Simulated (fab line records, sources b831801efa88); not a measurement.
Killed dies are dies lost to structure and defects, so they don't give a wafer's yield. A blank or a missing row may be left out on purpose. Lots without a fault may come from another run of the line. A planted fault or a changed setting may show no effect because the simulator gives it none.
Problem report in the 8D (eight disciplines) form, filled by code | flow gf180mcu | the parts of the form that need people (team, actions taken, sign-off) are left out

1. THE PROBLEM
overpolish_run_s at GF_CONTACT_CMP_27 reads a mean of 0.040 s on 6 wafers of 2 lots; wafers without a fault read 15.000 s with a standard deviation of 0.01. That is -99 or more standard deviations from the usual mean.
The step: polishes, stops on SiO2, t overpolish 15 s, target thk 0 nm.
First seen on wafer L663.3, day 17 16:46, on cmp-01. The record holds 39 wafers of 13 lots with a number at this step. Rule for "out", or "out of limits": more than 4 standard deviations from the usual mean. The other wafers with a number count as sound.

2. WHAT IT IS AND WHAT IT IS NOT
question                    | is                                                                       | is not
which readings at this step | overpolish_run_s, head_pressure_psi, motor_current_A, time_to_endpoint_s | retaining_ring_pressure_frac
which lots                  | L663, L665                                                               | L660, L661, L666, L674, L675, L676, L677, L678, L679, L680, L681
which wafers of those lots  | all that have a number                                                   | -
read on which tools         | cmp-01                                                                   | cmp-02
when                        | from day 17 16:46                                                        | up to then (6 sound wafers); but 27 sound wafers of L666, L674, L675, L676, L677, L678, L679, L680, L681 came after

3. SUSPECTS, AND WHAT RULES EACH OUT
Counting: a tool at a process step up to the reading stays a suspect if it ran every lot that is out and no sound lot after the first of them.
- cmp-01 at GF_CONTACT_CMP_27 (polishes, stops on SiO2, t overpolish 15 s, target thk 0 nm): ruled out as a lasting fault. Sound lots L675, L674, L676, L677, L679, L681 ran on it after its first lot that is out, L663 (day 17 16:46).
Left after counting: nothing in the record.

4. THE CAUSE (what the simulator had put in)
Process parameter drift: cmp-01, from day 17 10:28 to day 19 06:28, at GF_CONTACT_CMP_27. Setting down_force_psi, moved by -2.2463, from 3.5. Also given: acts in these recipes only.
Counting ruled it out, wrongly.

5. THE CHAIN OF EFFECTS, in route order
Each row: a reading whose mean over the struck wafers that have a number lies more than 3 standard deviations from the usual. Only readings for which the record gives a usual standard deviation are gone through. hours: the time from each lot's start at the first step in this table that gives one to its start at this step, as a median over the lots. sigmas: the change in usual standard deviations.
hours | step                    | reading            | usual     | on struck wafers | change  | sigmas
0     | GF_CONTACT_CMP_27       | head_pressure_psi  | 3.501 psi | 1.251            | -2.250  | -99 or more
0     | GF_CONTACT_CMP_27       | motor_current_A    | 11.3 A    | 7.2              | -4.1    | -4.8
0     | GF_CONTACT_CMP_27       | overpolish_run_s   | 15.000 s  | 0.040            | -14.960 | -99 or more
0     | GF_CONTACT_CMP_27       | time_to_endpoint_s | 72 s      | 114              | +42     | +14
303   | GF_PASSIVATION_PROBE_99 | killed_at_contacts | 5.9       | 453.8            | +447.9  | +99 or more
303   | GF_PASSIVATION_PROBE_99 | killed_dies        | 47        | 492              | +445    | +63
303   | GF_PASSIVATION_PROBE_99 | killed_on_rim      | 9.2       | 96.0             | +86.8   | +32
The process steps in it:
- GF_CONTACT_CMP_27: polishes, stops on SiO2, t overpolish 15 s, target thk 0 nm.
- GF_PASSIVATION_PROBE_99

6. WHAT WOULD HAVE CAUGHT IT SOONER
In this record the first reading out of limits was taken at day 17 16:46, 6 hours after the fault began at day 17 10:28.
